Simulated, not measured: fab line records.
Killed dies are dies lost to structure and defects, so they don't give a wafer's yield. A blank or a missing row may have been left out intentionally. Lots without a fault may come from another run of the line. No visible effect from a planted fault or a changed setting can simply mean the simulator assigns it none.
Split-lot study + flow gf180mcu + 23 wafers read across 5 lots, on a route 602 steps long

## THE SPLIT
At GF_M1_COAT_09 (resist thk 1000 nm), the setting resist_thk_nm was moved away from the recipe's 1000 nm on 6 of the 23 wafers read, by -5.8% to +3.8%. All remaining wafers had this setting at the recipe value.

## FROM THE SPLIT TO THE READING: what the file shows between them, 3 steps
- GF_M1_PEB_12: peb time 90 s (also split here: peb_time_s)
- GF_M1_DEVELOP_13: develop time 60 s
- GF_M1_METAL_ETCH_16: etches the open film in Cl2/BCl3, stops on SiO2, target depth 627.5 nm, time 104.6 s

## THE READING
oes_product_au, in a.u., at GF_M1_STRIP_17 (strips in O2/N2). On this fab line, fault-free wafers typically give 0.557 a.u. with a standard deviation of 0.0055 a.u.

| wafer  | tool, chamber at the split | resist_thk_nm as run, nm | against the recipe | oes_product_au, a.u. | against lot-mates on the recipe |
|--------|----------------------------|--------------------------|--------------------|----------------------|---------------------------------|
| L074.1 | litho_track-02, 0          | 1000                     | recipe             | 0.560                | -                               |
| L074.2 | litho_track-02, 0          | 1000                     | recipe             | 0.551                | -                               |
| L074.3 | litho_track-02, 0          | 942                      | -5.8%              | 0.534                | -0.020                          |
| L074.4 | litho_track-02, 0          | 1000                     | recipe             | 0.551                | -                               |
| L074.5 | litho_track-02, 0          | 942                      | -5.8%              | 0.527                | -0.027                          |
| L078.1 | litho_track-02, 0          | 1000                     | recipe             | 0.564                | -                               |
| L078.3 | litho_track-02, 0          | 1000                     | recipe             | 0.557                | -                               |
| L078.4 | litho_track-02, 0          | 1000                     | recipe             | 0.555                | -                               |
| L078.5 | litho_track-02, 0          | 1000                     | recipe             | 0.554                | -                               |
| L078.6 | litho_track-02, 0          | 1000                     | recipe             | 0.563                | -                               |
| L082.1 | litho_track-02, 0          | 1031                     | +3.1%              | 0.564                | +0.011                          |
| L082.3 | litho_track-02, 0          | 1000                     | recipe             | 0.549                | -                               |
| L082.4 | litho_track-02, 0          | 1000                     | recipe             | 0.555                | -                               |
| L082.5 | litho_track-02, 0          | 1031                     | +3.1%              | 0.563                | +0.010                          |
| L082.6 | litho_track-02, 0          | 1000                     | recipe             | 0.554                | -                               |
| L084.1 | litho_track-03, 0          | 1000                     | recipe             | 0.552                | -                               |
| L084.3 | litho_track-03, 0          | 1038                     | +3.8%              | 0.566                | +0.010                          |
| L084.4 | litho_track-03, 0          | 1038                     | +3.8%              | 0.580                | +0.024                          |
| L084.5 | litho_track-03, 0          | 1000                     | recipe             | 0.553                | -                               |
| L084.6 | litho_track-03, 0          | 1000                     | recipe             | 0.562                | -                               |
| L085.3 | litho_track-02, 0          | 1000                     | recipe             | 0.547                | -                               |
| L085.5 | litho_track-02, 0          | 1000                     | recipe             | 0.548                | -                               |
| L085.6 | litho_track-02, 0          | 1000                     | recipe             | 0.556                | -                               |

FIT RESULTS
A straight line over all 23 wafers: oes_product_au changes by +0.00411 a.u. for each +1% of resist_thk_nm; r = +0.88; the points scatter about the line by 0.0053 a.u.
The same after taking each lot's own level away (the mean of its wafers on the recipe; 23 wafers): +0.00409 a.u. for each +1%; r = +0.91; scatter 0.0044 a.u.
According to that fit, moving resist_thk_nm by its largest amount changes the reading by 0.024 a.u.
From 0.5503 to 0.5586 a.u.: that is the span of the lots' own levels, equal to 1.5 times the standard deviation above.
The two slopes agree, so the slope changes little with the lot-to-lot level.
Check: -0.0256 a.u. against its lot-mates is what the line predicts for one of the wafers moved furthest among these (-5.8%) when that wafer is left out of the fit. Against them it came out at -0.02 a.u.

## ADDITIONAL SPLITS CARRIED BY THESE WAFERS
Other splits were also applied to these wafers ahead of the reading. Each is held against what the fit with the lots' levels taken away leaves over:
| other split on the same wafers       | wafers away from the commonest value | r with oes_product_au (lot level and that fit taken away) |
|--------------------------------------|--------------------------------------|-----------------------------------------------------------|
| GF_PSD_DEVELOP_06 dev_temp_c         | 8                                    | -0.01                                                     |
| GF_SALICIDE_SPUTTER_02 time_s        | 10                                   | -0.28                                                     |
| GF_CONTACT_CMP_04 leave_above_ref_nm | 7                                    | +0.05                                                     |
| GF_CONTACT_PEB_12 peb_time_s         | 6                                    | +0.24                                                     |
| GF_M1_PEB_12 peb_time_s              | 8                                    | -0.15                                                     |

## THE WHOLE CHAIN: every reading that the file lists as answering this split, in the file's order
| step           | what it does       | reading                                                                   | change (the file's fit)                   | r (the file's) |
|----------------|--------------------|---------------------------------------------------------------------------|-------------------------------------------|----------------|
| GF_M1_COAT_09  | resist thk 1000 nm | KrF_of_M1_COAT_09.thk_nm (the simulator's own value, which no gauge read) | +10.5 nm for each +1% of the setting      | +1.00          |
| GF_M1_STRIP_17 | strips in O2/N2    | oes_product_au                                                            | +0.00411 a.u. for each +1% of the setting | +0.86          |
| GF_M1_STRIP_17 | strips in O2/N2    | strip_time_to_endpoint_s                                                  | withheld for each +1% of the setting      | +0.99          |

## FILE'S OWN FIT
oes_product_au changes by +0.00411 a.u. for each +1% of resist_thk_nm, r = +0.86.
